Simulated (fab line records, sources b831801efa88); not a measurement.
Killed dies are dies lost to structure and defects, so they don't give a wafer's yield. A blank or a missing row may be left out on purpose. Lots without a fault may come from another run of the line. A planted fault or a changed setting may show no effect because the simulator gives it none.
Which tool did it? | flow sky130 | 14 lots, 42 wafers sampled, at 3 steps of a route of 708

WHAT THE GAUGES READ, wafer by wafer
SKY_VIA3_THK_MEAS_23: measures by xrf. Usual: VIA3_W_THK 397 nm, standard deviation 5.6.
lot  | measured     | on            | VIA3_W_THK (nm) | flag
L122 | day 40 05:19 | film_metro-02 | 400 403 405     |
L124 | day 40 23:20 | film_metro-01 | 400 401 397     |
L125 | day 41 08:46 | film_metro-01 | 399 393 396     |
L126 | day 41 16:01 | film_metro-04 | 397 394 401     |
L128 | day 42 20:59 | film_metro-01 | 389 393 388     |
L130 | day 43 00:58 | film_metro-04 | 395 394 400     |
L131 | day 43 13:39 | film_metro-02 | 400 402 402     |
L132 | day 44 04:29 | film_metro-02 | 408 411 404     |
L133 | day 44 12:20 | film_metro-04 | 388 397 391     |
L135 | day 44 18:20 | film_metro-04 | 393 395 395     |
L136 | day 44 21:13 | film_metro-02 | 406 400 402     |
L137 | day 44 22:42 | film_metro-02 | 403 402 410     |
L138 | day 45 02:10 | film_metro-04 | 393 389 386     |
L139 | day 45 05:36 | film_metro-01 | 401 400 400     |

SKY_VIA4_THK_MEAS_01. Usual: VIA4_HDPCVD_THK 1742 nm, standard deviation 19.
lot  | measured     | on            | VIA4_HDPCVD_THK (nm) | flag
L122 | day 42 08:33 | film_metro-01 | 1734 1728 1715       |
L124 | day 43 01:43 | film_metro-02 | 1768 1761 1743       |
L125 | day 43 08:55 | film_metro-03 | 1737 1766 1763       |
L126 | day 43 15:29 | film_metro-03 | 1721 1709 1721       |
L128 | day 44 19:47 | film_metro-03 | 1733 1740 1729       |
L130 | day 45 02:34 | film_metro-03 | 1760 1769 1771       |
L131 | day 45 10:46 | film_metro-02 | 1728 1778 1745       |
L132 | day 46 01:33 | film_metro-01 | 1766 1746 1758       |
L133 | day 46 09:44 | film_metro-03 | 1706 1753 1710       |
L135 | day 46 14:11 | film_metro-02 | 1758 1713 1731       |
L136 | day 46 16:11 | film_metro-03 | 1715 1740 1742       |
L137 | day 46 18:52 | film_metro-01 | 1709 1708 1715       |
L138 | day 46 21:38 | film_metro-02 | 1717 1758 1714       |
L139 | day 47 01:31 | film_metro-01 | 1732 1747 1735       |

WHICH TOOL RAN EACH LOT (tool, then ch and the chambers of the sampled wafers, then the start)
lot  | SKY_METAL4_DESCUM_15
L122 | rie_metal-03 ch 0,1, day 42 07:26
L124 | rie_metal-01 ch 0,1, day 43 00:36
L125 | rie_metal-03 ch 0, day 43 07:48
L126 | rie_metal-03 ch 0,1, day 43 14:17
L128 | rie_metal-01 ch 0,1, day 44 18:41
L130 | rie_metal-02 ch 0,1, day 45 01:28
L131 | rie_metal-03 ch 0,1, day 45 09:39
L132 | rie_metal-01 ch 0,1, day 46 00:24
L133 | rie_metal-03 ch 0,1, day 46 08:37
L135 | rie_metal-01 ch 0, day 46 13:05
L136 | rie_metal-02 ch 0,1, day 46 14:51
L137 | rie_metal-03 ch 1, day 46 17:30
L138 | rie_metal-02 ch 0,1, day 46 20:29
L139 | rie_metal-01 ch 0, day 47 00:15
- SKY_METAL4_DESCUM_15: chemistry O2, time 8 s.

WHAT THE TOOLS THEMSELVES READ (means of the sampled wafers that have a number; where no wafer has one, the mark that the record gives instead)
SKY_METAL4_DESCUM_15. Usual: drypump_motor_current_A 6.0 A, standard deviation 0.31; oes_product_au 1.004 a.u., standard deviation 0.0091.
lot  | tool         | drypump_motor_current_A (A) | oes_product_au (a.u.) | flag
L122 | rie_metal-03 | 6.0                         | 1.010                 |
L124 | rie_metal-01 | 6.2                         | 1.000                 |
L125 | rie_metal-03 | 6.2                         | 1.011                 |
L126 | rie_metal-03 | 6.0                         | 1.010                 |
L128 | rie_metal-01 | 6.0                         | 1.001                 |
L130 | rie_metal-02 | 5.9                         | 0.996                 |
L131 | rie_metal-03 | 6.0                         | 1.003                 |
L132 | rie_metal-01 | 6.2                         | 1.005                 |
L133 | rie_metal-03 | 6.0                         | 1.013                 |
L135 | rie_metal-01 | 6.4                         | 1.005                 |
L136 | rie_metal-02 | 5.8                         | 1.007                 |
L137 | rie_metal-03 | 5.6                         | 1.007                 |
L138 | rie_metal-02 | 5.9                         | 1.005                 |
L139 | rie_metal-01 | 6.4                         | 1.019                 |

THE ANSWER, worked out from the rows above alone
Rule: a lot is off if the mean of its wafers that have a number lies more than 3 standard deviations from the usual mean. A lot without any number at a reading at which 4 lots or more have one is off too. The other lots that the step has rows for count as sound. The gauges are gone through in route order, then the tools' own readings, and for those a lot's mean is taken as printed above. The first step at which some lot is off is used, and at that step the reading that is off furthest; a lot without a number counts as furthest.
No lot is off at any reading shown: from this, nothing can be told.

WHAT THE SIMULATOR HAD PUT IN
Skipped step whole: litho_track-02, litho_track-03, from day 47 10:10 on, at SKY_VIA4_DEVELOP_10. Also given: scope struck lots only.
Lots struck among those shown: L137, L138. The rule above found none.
